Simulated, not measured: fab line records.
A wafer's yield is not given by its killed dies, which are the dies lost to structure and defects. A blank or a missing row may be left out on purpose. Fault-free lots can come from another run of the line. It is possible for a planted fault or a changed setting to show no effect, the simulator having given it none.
What tool caused it?    flow sky130    30 wafers from 10 lots sampled at 6 of the route's 708 steps

WHAT EACH GAUGE READ, for each wafer
SKY_CAPM_RS_MEAS_03: measures by four-point-probe. Usual: CAPM_TIN_RS typically reads 6.94 ohm/sq, with standard deviation 0.062.
lot   measured      on            CAPM_TIN_RS (ohm/sq)  flag
L484  day 37 12:25  filmMetro-03  6.94 6.94 7.04        
L488  day 38 14:44  filmMetro-03  6.81 6.85 6.91        
L489  day 38 22:25  filmMetro-04  6.93 6.94 7.03        
L491  day 39 11:04  filmMetro-04  6.88 6.81 6.97        
L499  day 41 11:07  filmMetro-03  6.98 6.93 7.00        
L500  day 41 17:12  filmMetro-04  6.93 6.95 6.87        
L501  day 42 03:15  filmMetro-04  6.92 6.96 6.90        
L502  day 42 08:44  filmMetro-01  6.97 6.92 6.92        
L503  day 42 16:42  filmMetro-04  6.81 6.87 6.80        
L504  day 43 00:11  filmMetro-04  7.02 6.96 7.00        

SKY_VIA3_RS_MEAS_22: measures by four-point-probe. Usual: VIA3_W_RS typically reads 0.292 ohm/sq, with standard deviation 0.0046.
lot   measured      on            VIA3_W_RS (ohm/sq)  flag
L484  day 40 16:13  filmMetro-02  0.296 0.294 0.294   
L488  day 41 18:25  filmMetro-03  1.058 0.295 1.070   OFF
L489  day 42 01:52  filmMetro-01  0.286 0.293 0.287   
L491  day 42 14:26  filmMetro-02  1.010 0.295 1.028   OFF
L499  day 44 12:50  filmMetro-01  0.283 0.292 0.293   
L500  day 44 17:56  filmMetro-03  0.296 0.293 0.292   
L501  day 45 01:43  filmMetro-01  0.285 0.290 0.288   
L502  day 45 09:22  filmMetro-02  0.294 0.293 0.295   
L503  day 45 16:41  filmMetro-03  0.298 0.297 0.297   
L504  day 45 22:16  filmMetro-01  0.287 0.294 0.285   

SKY_VIA3_THK_MEAS_23: measures by xrf. Usual: VIA3_W_THK typically reads 386 nm, with standard deviation 6.6.
lot   measured      on            VIA3_W_THK (nm)  flag
L484  day 40 16:20  filmMetro-02  381 381 382      
L488  day 41 18:32  filmMetro-03  111 385 110      OFF
L489  day 42 01:59  filmMetro-01  391 385 392      
L491  day 42 14:34  filmMetro-02  115 379 113      OFF
L499  day 44 12:57  filmMetro-01  401 387 386      
L500  day 44 18:04  filmMetro-03  383 387 384      
L501  day 45 01:49  filmMetro-01  393 390 390      
L502  day 45 09:28  filmMetro-02  378 379 376      
L503  day 45 16:48  filmMetro-03  376 375 375      
L504  day 45 22:21  filmMetro-01  395 384 394      

WHICH TOOL RAN EACH LOT (tool, then ch and the chambers of the sampled wafers, then the start)
lot   SKY_CAPM_SPUTTER_02          SKY_CAPM_METAL_ETCH_13            SKY_VIA3_CVD_21
L484  pvdSputter-03, day 37 12:17  rieMetal-03 ch 0,1, day 38 13:11  cvdW-02 ch 0,1, day 40 16:05
L488  pvdSputter-02, day 38 14:38  rieMetal-03 ch 0, day 39 15:09    cvdW-02 ch 0,1, day 41 18:17
L489  pvdSputter-01, day 38 22:18  rieMetal-03 ch 0,1, day 39 21:56  cvdW-01 ch 0,1, day 42 01:45
L491  pvdSputter-01, day 39 10:56  rieMetal-03 ch 0,1, day 40 11:26  cvdW-02 ch 0, day 42 14:11
L499  pvdSputter-01, day 41 11:01  rieMetal-03 ch 0,1, day 42 10:36  cvdW-01 ch 0,1, day 44 12:42
L500  pvdSputter-01, day 41 17:05  rieMetal-04 ch 0,1, day 42 16:36  cvdW-02 ch 0,1, day 44 17:49
L501  pvdSputter-03, day 42 03:08  rieMetal-04 ch 0,1, day 43 01:53  cvdW-01 ch 0,1, day 45 01:34
L502  pvdSputter-03, day 42 08:36  rieMetal-03 ch 0,1, day 43 08:29  cvdW-02 ch 0,1, day 45 09:13
L503  pvdSputter-02, day 42 16:35  rieMetal-04 ch 0,1, day 43 15:45  cvdW-02 ch 0,1, day 45 16:34
L504  pvdSputter-03, day 43 00:01  rieMetal-02 ch 0,1, day 43 22:38  cvdW-01 ch 0,1, day 45 22:07
- SKY_CAPM_SPUTTER_02: material TiN, target thk 200 nm, time 166.7 s.
- SKY_CAPM_METAL_ETCH_13: etches TiN in Cl2/BCl3, stops on SiO2, target depth 220 nm, time 62.9 s.
- SKY_VIA3_CVD_21: deposits W, target thk 390 nm, time 117.31 s.

AS READ BY THE TOOLS THEMSELVES (means over the sampled wafers that have a number; for cases with no such wafer, the mark the record gives instead)
SKY_CAPM_SPUTTER_02. Usual: susceptorTempC 300.03 C, standard deviation 0.18; throttleValvePct 30.4 %, standard deviation 1.4.
lot   tool           susceptorTempC (C)  throttleValvePct (%)  flag
L484  pvdSputter-03  300.11              30.0                  
L488  pvdSputter-02  299.97              30.4                  
L489  pvdSputter-01  300.07              29.9                  
L491  pvdSputter-01  299.87              30.0                  
L499  pvdSputter-01  300.20              30.9                  
L500  pvdSputter-01  300.03              29.7                  
L501  pvdSputter-03  300.02              29.9                  
L502  pvdSputter-03  299.94              29.4                  
L503  pvdSputter-02  299.88              31.2                  
L504  pvdSputter-03  300.07              31.9                  

SKY_CAPM_METAL_ETCH_13. Usual: drypumpMotorCurrentA 5.8 A, standard deviation 0.55; oesProductAu 0.940 a.u., standard deviation 0.0066; throttleValvePct 21.904 %, standard deviation 0.01.
lot   tool         drypumpMotorCurrentA (A)  oesProductAu (a.u.)  throttleValvePct (%)  flag
L484  rieMetal-03  5.7                       0.933                21.908                
L488  rieMetal-03  5.4                       0.946                21.899                
L489  rieMetal-03  5.9                       0.939                21.905                
L491  rieMetal-03  5.7                       0.946                21.905                
L499  rieMetal-03  5.7                       0.939                21.901                
L500  rieMetal-04  5.4                       0.947                21.900                
L501  rieMetal-04  5.2                       0.943                21.903                
L502  rieMetal-03  5.7                       0.943                21.900                
L503  rieMetal-04  5.4                       0.947                21.892                
L504  rieMetal-02  6.1                       0.934                21.902                

SKY_VIA3_CVD_21. Usual: heaterPowerOuterW 494 W, standard deviation 19; heaterPowerW 830 W, standard deviation 44; susceptorTempC 399.96 C, standard deviation 0.2.
lot   tool     heaterPowerOuterW (W)  heaterPowerW (W)  susceptorTempC (C)  flag
L484  cvdW-02  513                    848               399.82              
L488  cvdW-02  492                    819               400.05              
L489  cvdW-01  495                    829               400.13              
L491  cvdW-02  473                    774               399.63              
L499  cvdW-01  497                    833               400.09              
L500  cvdW-02  496                    810               399.90              
L501  cvdW-01  488                    845               399.84              
L502  cvdW-02  512                    851               399.95              
L503  cvdW-02  513                    852               400.07              
L504  cvdW-01  490                    835               400.00              

THE ANSWER, worked out from the rows above alone
Rule: a lot is off if the mean of its wafers that have a number lies more than 3 standard deviations from the usual mean. A lot without any number at a reading at which 4 lots or more have one is off too. The other lots that the step has rows for count as sound. After the gauges, taken in route order, come the tools' own readings; for these a lot's mean is taken, as printed above. The first step at which some lot is off is used, and at that step the reading that is off furthest; a lot without a number counts as furthest.
Off: at SKY_VIA3_RS_MEAS_22 (VIA3_W_RS), L488, L491.
If a tool, at a process step before that reading, ran all the lots that are off and no sound lot after the first of them, it fits. Those tools and the gauges at SKY_VIA3_RS_MEAS_22 are tried in the same way. No candidate that was tried fits.

WHAT HAD BEEN PUT IN BY THE SIMULATOR
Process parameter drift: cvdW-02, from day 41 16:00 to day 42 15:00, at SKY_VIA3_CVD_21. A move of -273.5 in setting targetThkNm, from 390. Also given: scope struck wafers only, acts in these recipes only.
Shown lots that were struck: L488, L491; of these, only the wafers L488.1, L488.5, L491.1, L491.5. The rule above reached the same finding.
